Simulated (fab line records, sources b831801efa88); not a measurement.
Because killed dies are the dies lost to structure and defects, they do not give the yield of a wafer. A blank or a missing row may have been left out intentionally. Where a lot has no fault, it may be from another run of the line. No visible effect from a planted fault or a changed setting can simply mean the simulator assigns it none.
2 desks looking at one fault ; flow gf180mcu ; each desk holds nothing but its own numbers, with what lay behind them at the end

== TOOL OWNER'S DESK, krf scanner-01 ==
The tool's own readings at GF_V3_EXPOSE_11 (exposes mask Via3, target cd 260 nm): means of the sampled wafers that have a number, for each lot that ran on this tool. The brackets show how far a lot's mean lies from the usual mean; more than 4 standard deviations puts the lot out of limits, marked OUT.
Columns: A = exposure dose mJ cm2 at GF_V3_EXPOSE_11, usual 37.95; B = focus offset nm at GF_V3_EXPOSE_11, usual -0.1 nm
lot;first seen here;A;B
L759;day 22 03:16;37.91;0.2
L761;day 22 18:14;37.94;-0.6
L762;day 23 08:15;37.95;-0.5
L763;day 23 22:17;37.91;-0.1
L765;day 24 14:47;37.92;0.0
L768;day 25 20:14;37.96;-0.5
L769;day 25 22:46;37.95;0.4
L770;day 26 02:43;37.92;0.5
L771;day 26 09:09;37.90;0.2
L780;day 29 04:52;37.94;-0.5
L781;day 29 05:20;37.92;-0.4
Finding of this desk: none of the 11 lots has anything out of limits.

== FROM THE METROLOGY DESK ==
Means of the sampled wafers that have a number, per lot and without regard to the tool the lot ran on: this is what the gauges read. The brackets show how far a lot's mean lies from the usual mean; more than 4 standard deviations puts the lot out of limits, marked OUT.
Columns: A = M3_OVL at GF_M3_OVL_MEAS_15, usual -3 nm
lot;first seen here;A
L759;day 21 13:46;2
L761;day 22 05:28;-11
L762;day 22 18:55;-2
L763;day 23 09:11;-4
L765;day 24 01:52;-7
L768;day 25 08:24;-3
L769;day 25 11:10;-1
L770;day 25 15:13;-1
L771;day 25 20:49;-2
L773;day 26 14:16;7
L774;day 26 16:47;-8
L775;day 26 23:08;0
L780;day 28 17:46;-2
L781;day 28 18:26;-10
Finding of this desk: none of the 14 lots has anything out of limits.

== BROUGHT TOGETHER ==
The desk of the tool owner found nothing out of limits.
The metrology desk saw nothing out of limits.

== WHAT THE SIMULATOR HAD PUT IN ==
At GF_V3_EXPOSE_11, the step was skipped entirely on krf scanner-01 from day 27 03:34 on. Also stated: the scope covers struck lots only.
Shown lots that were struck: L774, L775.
